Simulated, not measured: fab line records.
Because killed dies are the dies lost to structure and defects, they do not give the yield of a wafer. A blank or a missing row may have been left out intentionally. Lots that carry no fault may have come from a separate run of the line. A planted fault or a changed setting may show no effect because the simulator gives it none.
fab line records ; flow sky130
[record] lots = 11; wafers = 33; lastDay = 50
route steps=708 shown VIA3@575 METAL4@600 CAP2M@617 VIA4@650
lots that met no fault: taken from a fault-free run of the same line
startH: start of the lot's first displayed wafer, in hours after the record's first day ; waitH: hours since the lot's step before ; " repeats the value in the row above ; L1.1+2: several wafers, shown together as one row ; - value missing, or start not given ; * or withheld: withheld ; < > ~ a bound
route shown NAME@n: names a module that has steps shown in the file, with the first one's number in the route ; usual: mean and standard deviation over wafers with no fault ; same: alike in all rows ; chamber/n: place in a boat ; sites: each site's reading ; _std_site: how widely they spread, as a standard deviation ; _edge_site: outer sites' mean less inner sites' ; radiusMm: how far each site lies from the wafer's centre ; mask NAME#n: copy n ; behind: the tool/chamber that last shaped the wafer ; hold: why the lot went on hold/how many hours it stayed there/how the hold came to an end ; device: whichever transistor did not switch (one of n, p or np) ; end of line: tests run on the same wafers once the route is complete ; for a step that has no rows: nothing shown but its recipe ; killed: not the wafer's yield, but the dies lost to structure and defects at the first sort ; map: dies across one wafer; x = killed, . = not, _ = none there
set.NAME: the setting that was run; set.NAME@STEP: the one run at that earlier step ; model.NAME: the simulator's own value behind a step, which no gauge read
a sample of lots followed through the steps of the route, with each step as a table and each wafer as a row
services: the hour from which a tool's chamber was out of use, counted from the record's first day as startH (under 0 if before that day), plus the number of hours and why
[[steps]]
[step SKY_VIA3_CMP_02]
[recipe] material = SiO2; downForcePsi = 4; platenRpm = 60; padVelocityMS = 0.94248
[usual] edgeZonePressureFrac = 1.000/0.0049; motorCurrentA = 12.0/1.3
lot.wafer;tool;chamber;startH;waitH;edgeZonePressureFrac;motorCurrentA
L486.3;cmp-02;0;913.04;0.0;1.004;12.8
L486.1;cmp-02;2;913.04;0.0;1.008;12.8
L486.2;cmp-02;3;913.04;0.0;1.000;11.8
L490.2;cmp-02;2;949.59;0.0;0.996;12.8
L490.4;cmp-02;3;949.59;0.0;1.005;11.4
L490.3;cmp-02;0;949.59;0.0;0.993;12.7
L491.1;cmp-01;0;950.61;0.1;0.996;12.5
L491.3;cmp-01;3;950.61;0.1;1.003;12.0
L491.6;cmp-01;0;950.61;0.1;1.003;12.6
L492.3;cmp-02;0;970.21;0.0;0.999;13.1
L492.4;cmp-02;1;970.21;0.0;1.006;12.4
L492.5;cmp-02;1;970.21;0.0;1.001;12.3
L493.2;cmp-01;1;970.73;0.1;0.992;13.5
L493.3;cmp-01;2;970.73;0.1;1.007;8.9
L493.4;cmp-01;3;970.73;0.1;1.001;11.9
L496.2;cmp-01;0;998.59;0.0;1.001;13.1
L496.3;cmp-01;1;998.59;0.0;1.003;13.3
L496.4;cmp-01;3;998.59;0.0;1.000;12.0
L500.2;cmp-01;3;1014.00;0.0;1.002;11.8
L500.3;cmp-01;0;1014.00;0.0;1.006;12.4
L500.4;cmp-01;1;1014.00;0.0;0.999;13.5
L503.1;cmp-02;3;1021.37;0.1;0.998;10.8
L503.5;cmp-02;3;1021.37;0.1;1.013;11.6
L503.6;cmp-02;0;1021.37;0.1;1.002;12.5
L505.3;cmp-01;3;1039.78;0.0;0.996;12.3
L505.1;cmp-01;1;1039.78;0.0;1.007;13.0
L505.6;cmp-01;0;1039.78;0.0;1.004;12.6
L506.4;cmp-01;1;1045.70;0.2;0.999;12.9
L506.6;cmp-01;2;1045.70;0.2;0.988;9.1
L506.5;cmp-01;3;1045.70;0.2;0.999;11.3
L509.4;cmp-01;2;1064.87;0.2;1.004;9.2
L509.1;cmp-01;1;1064.87;0.2;1.009;13.4
L509.5;cmp-01;3;1064.87;0.2;1.001;12.0
[step SKY_METAL4_SPUTTER_02]
[recipe] material = AlCu; targetThkNm = 735; powerW = 10600; timeS = 39.1; chamberPressurePa = 0.4
[usual] throttleValvePct = 30.1/0.86
lot.wafer;tool;chamber;startH;waitH;throttleValvePct
L486.1;pvdSputter-02;-;939.10;0.0;29.6
L486.2;pvdSputter-02;-;939.10;0.0;30.1
L486.3;pvdSputter-02;-;939.10;0.0;30.7
L490.2;pvdSputter-03;-;975.55;0.0;30.5
L490.3;pvdSputter-03;-;975.55;0.0;29.8
L490.4;pvdSputter-03;-;975.55;0.0;30.5
L491.1;pvdSputter-04;-;976.82;0.0;28.2
L491.3;pvdSputter-04;-;976.82;0.0;29.7
L491.6;pvdSputter-04;-;976.82;0.0;29.7
L492.3;pvdSputter-04;-;995.50;0.0;28.5
L492.4;pvdSputter-04;-;995.50;0.0;30.6
L492.5;pvdSputter-04;-;995.50;0.0;29.5
L493.2;pvdSputter-04;-;996.01;0.0;29.9
L493.3;pvdSputter-04;-;996.01;0.0;28.5
L493.4;pvdSputter-04;-;996.01;0.0;30.3
L496.2;pvdSputter-02;-;1023.00;0.0;30.7
L496.3;pvdSputter-02;-;1023.00;0.0;29.5
L496.4;pvdSputter-02;-;1023.00;0.0;29.1
L500.2;pvdSputter-02;-;1037.78;0.0;29.7
L500.3;pvdSputter-02;-;1037.78;0.0;30.8
L500.4;pvdSputter-02;-;1037.78;0.0;29.1
L503.1;pvdSputter-02;-;1045.92;0.0;30.6
L503.5;pvdSputter-02;-;1045.92;0.0;30.7
L503.6;pvdSputter-02;-;1045.92;0.0;29.1
L505.1;pvdSputter-02;-;1063.52;0.0;30.7
L505.3;pvdSputter-02;-;1063.52;0.0;29.1
L505.6;pvdSputter-02;-;1063.52;0.0;29.8
L506.4;pvdSputter-04;-;1069.15;0.0;29.6
L506.5;pvdSputter-04;-;1069.15;0.0;28.3
L506.6;pvdSputter-04;-;1069.15;0.0;29.7
L509.1;pvdSputter-04;-;1088.60;0.0;29.6
L509.4;pvdSputter-04;-;1088.60;0.0;30.4
L509.5;pvdSputter-04;-;1088.60;0.0;29.8
[step SKY_CAP2M_STRIP_14]
[recipe] chemistry = O2/N2; powerW = 1400; pressureMtorr = 1500; platenTempC = withheld; o2FlowSccm = 3000; n2FlowSccm = 300; overashFraction = 0.5
[usual] drypumpMotorCurrentA = 5.6/0.36; oesProductAu = 0.710/0.0045; stripTimeToEndpointS = 12.65/0.046
lot.wafer;tool;chamber;startH;waitH;drypumpMotorCurrentA;oesProductAu;rfHoursCounterH;stripTimeToEndpointS
L486.1;plasmaAsher-04;1;963.80;0.1;5.8;0.714;112;12.64
L486.2;plasmaAsher-04;0;963.80;0.1;5.4;0.715;112;12.64
L486.3;plasmaAsher-04;0;963.80;0.1;5.4;0.712;-;12.61
L490.2;plasmaAsher-04;1;999.50;0.1;5.8;0.717;115;12.67
L490.3;plasmaAsher-04;0;999.50;0.1;5.4;0.703;-;12.68
L490.4;plasmaAsher-04;1;999.50;0.1;5.8;0.713;-;12.60
L491.1;plasmaAsher-02;1;1000.75;0.1;5.4;0.713;27;12.70
L491.3;plasmaAsher-02;0;1000.75;0.1;6.4;0.712;-;12.68
L491.6;plasmaAsher-02;0;1000.75;0.1;6.4;0.711;-;12.62
L492.3;plasmaAsher-04;1;1018.01;0.1;5.8;0.710;-;12.75
L492.4;plasmaAsher-04;0;1018.01;0.1;5.4;0.714;-;12.74
L492.5;plasmaAsher-04;1;1018.01;0.1;5.8;0.707;-;12.79
L493.2;plasmaAsher-04;1;1018.88;0.1;5.8;0.715;117;12.58
L493.3;plasmaAsher-04;1;1018.88;0.1;5.8;0.711;-;12.62
L493.4;plasmaAsher-04;0;1018.88;0.1;5.4;0.714;-;12.58
L496.2;plasmaAsher-01;1;1045.23;0.1;5.3;0.707;94;12.70
L496.3;plasmaAsher-01;0;1045.23;0.1;5.4;0.720;-;12.70
L496.4;plasmaAsher-01;1;1045.23;0.1;5.3;0.710;-;12.66
L500.2;plasmaAsher-01;1;1059.45;0.1;5.3;0.711;96;12.65
L500.3;plasmaAsher-01;1;1059.45;0.1;5.3;0.708;-;12.67
L500.4;plasmaAsher-01;0;1059.45;0.1;5.4;0.708;-;12.66
L503.1;plasmaAsher-04;0;1067.58;0.1;5.4;0.717;0;12.65
L503.5;plasmaAsher-04;1;1067.58;0.1;5.8;0.714;-;12.62
L503.6;plasmaAsher-04;0;1067.58;0.1;5.4;0.717;-;12.63
L505.1;plasmaAsher-01;1;1084.68;0.1;5.3;0.710;98;12.60
L505.3;plasmaAsher-01;1;1084.68;0.1;5.3;0.704;-;12.64
L505.6;plasmaAsher-01;1;1084.68;0.1;5.3;0.714;-;12.63
L506.4;plasmaAsher-02;1;1090.81;0.1;5.4;0.713;-;12.68
L506.5;plasmaAsher-02;0;1090.81;0.1;6.4;0.709;-;12.66
L506.6;plasmaAsher-02;1;1090.81;0.1;5.4;0.706;-;12.58
L509.1;plasmaAsher-04;0;1109.03;0.1;5.4;0.706;4;12.68
L509.4;plasmaAsher-04;1;1109.03;0.1;5.8;0.709;-;12.71
L509.5;plasmaAsher-04;1;1109.03;0.1;5.8;0.714;-;12.68
[step SKY_METAL4_METAL_ETCH_18]
[recipe] targetDepthA = 8450; stopOn = SiO2; overEtchFrac = 0.3; timeS = 183.1; chemistry = Cl2/BCl3; resistSidewallDeg = 88; pressureMtorr = 10; icpW = 900; biasW = 48.5; Cl2_flow_sccm = 60; bcl3FlowSccm = 30
[usual] bcl3FlowSccm = 30.00/0.088; drypumpMotorCurrentA = 5.8/0.63; oesProductAu = 0.864/0.0065; throttleValvePct = 22.265/0.0096
lot.wafer;tool;chamber;startH;waitH;bcl3FlowSccm;drypumpMotorCurrentA;oesProductAu;rfHoursCounterH;throttleValvePct
L486.1;rieMetal-03;0;988.22;0.0;29.97;6.4;0.868;6;22.283
L486.2;rieMetal-03;1;988.22;0.0;29.97;5.1;0.868;8;22.263
L486.3;rieMetal-03;0;988.22;0.0;29.99;6.3;0.871;-;22.268
L490.2;rieMetal-02;0;1023.15;0.1;29.94;4.9;0.874;-;22.282
L490.3;rieMetal-02;0;1023.15;0.1;30.09;4.9;0.873;-;22.269
L490.4;rieMetal-02;0;1023.15;0.1;29.88;4.9;0.872;-;22.273
L491.1;rieMetal-01;1;1024.37;0.0;30.15;6.2;0.867;9;22.263
L491.3;rieMetal-01;0;1024.37;0.0;30.06;6.5;0.874;-;22.278
L491.6;rieMetal-01;1;1024.37;0.0;29.94;6.2;0.859;-;22.247
L492.3;rieMetal-03;0;1041.38;0.1;29.99;6.4;0.871;-;22.275
L492.4;rieMetal-03;1;1041.38;0.1;30.00;5.1;0.875;-;22.264
L492.5;rieMetal-03;0;1041.38;0.1;29.99;6.4;0.880;-;22.261
L493.2;rieMetal-01;0;1042.19;0.0;29.84;6.5;0.856;22;22.255
L493.3;rieMetal-01;0;1042.19;0.0;29.96;6.5;0.861;-;22.269
L493.4;rieMetal-01;1;1042.19;0.0;29.99;6.3;0.864;-;22.259
L496.2;rieMetal-02;1;1067.82;0.0;29.90;5.7;0.866;17;22.275
L496.3;rieMetal-02;1;1067.82;0.0;29.89;5.7;0.853;-;22.267
L496.4;rieMetal-02;0;1067.82;0.0;29.95;4.9;0.863;-;22.266
L500.2;rieMetal-03;0;1081.74;0.0;29.86;6.4;0.863;13;22.264
L500.3;rieMetal-03;1;1081.74;0.0;29.89;5.2;0.880;-;22.257
L500.4;rieMetal-03;0;1081.74;0.0;29.83;6.3;0.743;-;22.267
L503.1;rieMetal-01;1;1089.52;0.0;29.72;6.3;0.738;14;22.270
L503.5;rieMetal-01;1;1089.52;0.0;30.02;6.2;0.867;-;22.258
L503.6;rieMetal-01;1;1089.52;0.0;29.94;6.3;0.864;-;22.251
L505.1;rieMetal-02;0;1106.37;0.0;30.01;4.9;0.744;21;22.262
L505.3;rieMetal-02;1;1106.37;0.0;29.99;5.7;0.870;-;22.253
L505.6;rieMetal-02;1;1106.37;0.0;30.07;5.7;0.864;-;22.266
L506.4;rieMetal-03;1;1112.83;0.1;29.97;5.1;0.867;-;22.270
L506.5;rieMetal-03;0;1112.83;0.1;30.03;6.4;0.867;-;22.252
L506.6;rieMetal-03;1;1112.83;0.1;30.07;5.2;0.871;-;22.259
L509.1;rieMetal-02;0;1130.00;0.0;29.90;4.9;0.870;23;22.261
L509.4;rieMetal-02;0;1130.00;0.0;30.16;4.9;0.866;-;22.263
L509.5;rieMetal-02;1;1130.00;0.0;29.98;5.7;0.856;-;22.257
[step SKY_VIA4_OVL_MEAS_11]
[usual] VIA4_OVL = 0.3/1.4
lot.wafer;tool;chamber;startH;waitH;VIA4_OVL[nm]
L486.1;overlay-01;-;1012.29;0.1;-3.0
L486.2;overlay-01;-;1012.29;0.1;-2.0
L486.3;overlay-01;-;1012.29;0.1;-1.4
L490.2;overlay-02;-;1045.42;0.1;0.9
L490.3;overlay-02;-;1045.42;0.1;1.3
L490.4;overlay-02;-;1045.42;0.1;2.3
L491.1;overlay-02;-;1047.89;0.1;-0.6
L491.3;overlay-02;-;1047.89;0.1;-1.7
L491.6;overlay-02;-;1047.89;0.1;-1.4
L492.3;overlay-02;-;1063.45;0.1;1.5
L492.4;overlay-02;-;1063.45;0.1;1.8
L492.5;overlay-02;-;1063.45;0.1;0.2
L493.2;overlay-02;-;1065.19;0.1;0.3
L493.3;overlay-02;-;1065.19;0.1;0.7
L493.4;overlay-02;-;1065.19;0.1;1.4
L496.2;overlay-01;-;1090.24;0.1;-1.1
L496.3;overlay-01;-;1090.24;0.1;-0.8
L496.4;overlay-01;-;1090.24;0.1;-1.2
L500.2;overlay-02;-;1103.79;0.1;1.1
L500.3;overlay-02;-;1103.79;0.1;1.4
L500.4;overlay-02;-;1103.79;0.1;0.6
L503.1;overlay-02;-;1111.49;0.1;1.2
L503.5;overlay-02;-;1111.49;0.1;1.5
L503.6;overlay-02;-;1111.49;0.1;-1.2
L505.1;overlay-02;-;1127.54;0.1;-0.1
L505.3;overlay-02;-;1127.54;0.1;0.3
L505.6;overlay-02;-;1127.54;0.1;1.8
L506.4;overlay-02;-;1133.53;0.1;2.4
L506.5;overlay-02;-;1133.53;0.1;0.1
L506.6;overlay-02;-;1133.53;0.1;0.1
L509.1;overlay-02;-;1150.06;0.1;0.9
L509.4;overlay-02;-;1150.06;0.1;1.6
L509.5;overlay-02;-;1150.06;0.1;1.8
[[services]]
tool;chamber;startH;hours;kind
cmp-01;-;895.85;2.3;repair
cmp-01;-;912.00;4.0;pm
rieMetal-03;-;930.55;14.6;pm
pvdSputter-04;-;935.87;3.5;repair
cmp-02;-;953.87;1.1;repair
cmp-02;-;980.36;0.3;repair
rieMetal-01;-;985.22;1.4;pm
cmp-02;-;994.34;8.3;repair
rieMetal-02;1;1008.98;14.2;repair
pvdSputter-04;-;1020.52;7.2;repair
rieMetal-02;0;1023.51;12.7;repair
cmp-01;-;1028.42;2.2;repair
cmp-01;-;1031.06;1.0;repair
cmp-02;-;1034.54;1.0;repair
pvdSputter-04;-;1043.05;3.0;repair
plasmaAsher-04;-;1055.25;9.0;pm
cmp-02;-;1062.84;3.5;repair
plasmaAsher-04;-;1083.20;3.8;repair
plasmaAsher-04;-;1085.09;2.1;repair
cmp-02;-;1091.30;4.0;pm
rieMetal-02;0;1097.06;3.3;repair
cmp-02;-;1097.60;5.0;pm
cmp-02;-;1103.96;1.7;repair
cmp-02;-;1111.88;6.0;pm
[[key]]
[firstSign] step = SKY_METAL4_METAL_ETCH_18; reading = oesProductAu; direction = down; sigmas = 19; usual = 0.864; struck = 0.741
effect none on later readings
metAt SKY_METAL4_SPUTTER_02
struckLots L500,L503,L505
struckWafers L500.4,L503.1,L505.1
notActingAt SKY_VIA3_CMP_02,SKY_CAP2M_STRIP_14,SKY_VIA4_OVL_MEAS_11
onsetBetween 1023.00 1037.78
[fault] kind = processParameterDrift; tool = pvdSputter-02; chamber = -; onsetH = 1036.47; steps = SKY_METAL4_SPUTTER_02; channel = targetThkNm; offset = -231.59; shape = step; endH = 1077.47; scope = struckWafersOnly; actsIn = theseRecipesOnly; stated = 735
